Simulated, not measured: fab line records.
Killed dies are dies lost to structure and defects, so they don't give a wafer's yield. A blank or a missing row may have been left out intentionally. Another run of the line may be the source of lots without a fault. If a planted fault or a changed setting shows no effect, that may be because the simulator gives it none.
Split-lot study :: flow gf180mcu :: 23 wafers read across 5 lots, on a route 602 steps long

ABOUT THE SPLIT
At GF_V1_CVD_02 (deposits SiO2 from TEOS, target thk 850 nm, time 94.851 s), the setting time-s was moved away from the recipe's 94.851 s on 9 of the 23 wafers read, by -10.8% to +7.9%. The other wafers ran this setting at the recipe's value.

There is no step in the file separating the split from the reading.

THE READING
V1_CVD_02_THK in nanometres, read at GF_V1_THK_MEAS_03. Typical for fault-free wafers on this fab line: 852 nm, with standard deviation 12 nm.

wafer: L074.1
tool, chamber at the split: pecvd-03, 0
time-s as run, s: 94.851
against the recipe: recipe
V1_CVD_02_THK, nm: 831
against lot-mates on the recipe: -

wafer: L074.2
tool, chamber at the split: pecvd-03, 2
time-s as run, s: 94.851
against the recipe: recipe
V1_CVD_02_THK, nm: 839
against lot-mates on the recipe: -

wafer: L074.3
tool, chamber at the split: pecvd-03, 1
time-s as run, s: 84.94
against the recipe: -10.4%
V1_CVD_02_THK, nm: 732
against lot-mates on the recipe: -104

wafer: L074.5
tool, chamber at the split: pecvd-03, 2
time-s as run, s: 84.94
against the recipe: -10.4%
V1_CVD_02_THK, nm: 754
against lot-mates on the recipe: -82

wafer: L074.6
tool, chamber at the split: pecvd-03, 0
time-s as run, s: 94.851
against the recipe: recipe
V1_CVD_02_THK, nm: 837
against lot-mates on the recipe: -

wafer: L076.1
tool, chamber at the split: pecvd-04, 2
time-s as run, s: 94.851
against the recipe: recipe
V1_CVD_02_THK, nm: 855
against lot-mates on the recipe: -

wafer: L076.3
tool, chamber at the split: pecvd-04, 1
time-s as run, s: 94.851
against the recipe: recipe
V1_CVD_02_THK, nm: 859
against lot-mates on the recipe: -

wafer: L076.6
tool, chamber at the split: pecvd-04, 0
time-s as run, s: 94.851
against the recipe: recipe
V1_CVD_02_THK, nm: 867
against lot-mates on the recipe: -

wafer: L080.1
tool, chamber at the split: pecvd-03, 1
time-s as run, s: 94.851
against the recipe: recipe
V1_CVD_02_THK, nm: 847
against lot-mates on the recipe: -

wafer: L080.2
tool, chamber at the split: pecvd-03, 0
time-s as run, s: 94.851
against the recipe: recipe
V1_CVD_02_THK, nm: 846
against lot-mates on the recipe: -

wafer: L080.3
tool, chamber at the split: pecvd-03, 2
time-s as run, s: 84.61
against the recipe: -10.8%
V1_CVD_02_THK, nm: 763
against lot-mates on the recipe: -89

wafer: L080.4
tool, chamber at the split: pecvd-03, 2
time-s as run, s: 84.61
against the recipe: -10.8%
V1_CVD_02_THK, nm: 759
against lot-mates on the recipe: -93

wafer: L080.5
tool, chamber at the split: pecvd-03, 1
time-s as run, s: 94.851
against the recipe: recipe
V1_CVD_02_THK, nm: 862
against lot-mates on the recipe: -

wafer: L082.1
tool, chamber at the split: pecvd-02, 2
time-s as run, s: 102.3
against the recipe: +7.9%
V1_CVD_02_THK, nm: 910
against lot-mates on the recipe: +68

wafer: L082.2
tool, chamber at the split: pecvd-02, 0
time-s as run, s: 94.851
against the recipe: recipe
V1_CVD_02_THK, nm: 827
against lot-mates on the recipe: -

wafer: L082.3
tool, chamber at the split: pecvd-02, 1
time-s as run, s: 94.851
against the recipe: recipe
V1_CVD_02_THK, nm: 857
against lot-mates on the recipe: -

wafer: L082.4
tool, chamber at the split: pecvd-02, 0
time-s as run, s: 102.3
against the recipe: +7.9%
V1_CVD_02_THK, nm: 914
against lot-mates on the recipe: +72

wafer: L082.6
tool, chamber at the split: pecvd-02, 2
time-s as run, s: 102.3
against the recipe: +7.9%
V1_CVD_02_THK, nm: 919
against lot-mates on the recipe: +77

wafer: L083.1
tool, chamber at the split: pecvd-03, 0
time-s as run, s: 94.851
against the recipe: recipe
V1_CVD_02_THK, nm: 838
against lot-mates on the recipe: -

wafer: L083.3
tool, chamber at the split: pecvd-03, 1
time-s as run, s: 94.851
against the recipe: recipe
V1_CVD_02_THK, nm: 832
against lot-mates on the recipe: -

wafer: L083.4
tool, chamber at the split: pecvd-03, 2
time-s as run, s: 94.851
against the recipe: recipe
V1_CVD_02_THK, nm: 852
against lot-mates on the recipe: -

wafer: L083.5
tool, chamber at the split: pecvd-03, 1
time-s as run, s: 87.16
against the recipe: -8.1%
V1_CVD_02_THK, nm: 778
against lot-mates on the recipe: -63

wafer: L083.6
tool, chamber at the split: pecvd-03, 0
time-s as run, s: 87.16
against the recipe: -8.1%
V1_CVD_02_THK, nm: 779
against lot-mates on the recipe: -62

THE FIT
A straight line over all 23 wafers: V1_CVD_02_THK changes by +8.73 nm for each +1% of time-s; r = +0.97; the points scatter about the line by 12 nm.
The same after taking each lot's own level away (the mean of its wafers on the recipe; 23 wafers): +8.66 nm for each +1%; r = +0.99; scatter 8.1 nm.
Per that fit: largest time-s move, reading shift of 94 nm.
The span of the lots' own levels, 835.7 to 860.3 nm, comes to 2.1 times the standard deviation stated above.
Hence the lot-to-lot level has little effect on the slope; both slopes agree.
Check: for one of the wafers moved furthest among these (-10.8%), held out of the fit, the line's prediction against its lot-mates is -92.9 nm. Against them it came out at -88.7 nm.

THE WHOLE CHAIN: every reading that the file lists as answering this split, in the file's order
step: GF_V1_CVD_02
what it does: deposits SiO2 from TEOS, target thk 850 nm, time 94.851 s
reading: SiO2_of_V1_CVD_02.thk-nm (the simulator's own value, which no gauge read)
change (the file's fit): +8.57 nm for each +1% of the setting
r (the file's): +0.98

step: GF_V1_THK_MEAS_03
what it does: 
reading: V1_CVD_02_THK
change (the file's fit): +8.55 for each +1% of the setting
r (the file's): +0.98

step: GF_V1_CMP_04
what it does: polishes SiO2
reading: time-to-endpoint-s
change (the file's fit): withheld for each +1% of the setting
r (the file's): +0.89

FILE'S OWN FIT
V1_CVD_02_THK changes by +8.55 nm for each +1% of time-s, r = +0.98.
